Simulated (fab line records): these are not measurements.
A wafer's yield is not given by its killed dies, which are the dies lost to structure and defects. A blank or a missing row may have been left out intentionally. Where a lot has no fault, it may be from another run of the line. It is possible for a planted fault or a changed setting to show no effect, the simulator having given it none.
The tool behind it: which one? + flow sky130 + route of 708 steps, sampled at 1 step: 6 lots, 18 wafers

WHAT EACH GAUGE READ, for each wafer
SKY_METAL1_OVL_MEAS_16.
| lot  | measured     | on         | METAL1_OVL (nm) |
|------|--------------|------------|-----------------|
| L784 | day 33 16:21 | overlay-01 | 6 1 3           |
| L788 | day 35 04:01 | overlay-02 | 1 0 0           |
| L790 | day 35 20:01 | overlay-01 | 4 4 7           |
| L793 | day 36 16:03 | overlay-01 | 2 -1 8          |
| L797 | day 38 02:52 | overlay-02 | -6 -4 -12       |
| L804 | day 40 01:55 | overlay-01 | 0 -9 0          |

WHICH TOOL RAN EACH LOT (tool, then ch and the chambers of the sampled wafers, then the start)
The record holds no process step before these readings.

THE ANSWER, worked out from the rows above alone
Rule: usual is defined by the lots themselves. The widest of any qualifying gaps counts: lots, ordered by their means at a reading, are off when they make up no more than a third of the lots, leave a main group of 4 or more, and stand apart from it by 3 or more times the standard deviation of that group's means. A main group whose means are all the same, to the digits that the tables above print for the reading, isn't used. A lot without any number at a reading at which 4 lots or more have one is off too. The other lots that the step has rows for count as sound.
No lot is off on any of the readings shown, so nothing can be concluded from this.

WHAT THE SIMULATOR PUT IN
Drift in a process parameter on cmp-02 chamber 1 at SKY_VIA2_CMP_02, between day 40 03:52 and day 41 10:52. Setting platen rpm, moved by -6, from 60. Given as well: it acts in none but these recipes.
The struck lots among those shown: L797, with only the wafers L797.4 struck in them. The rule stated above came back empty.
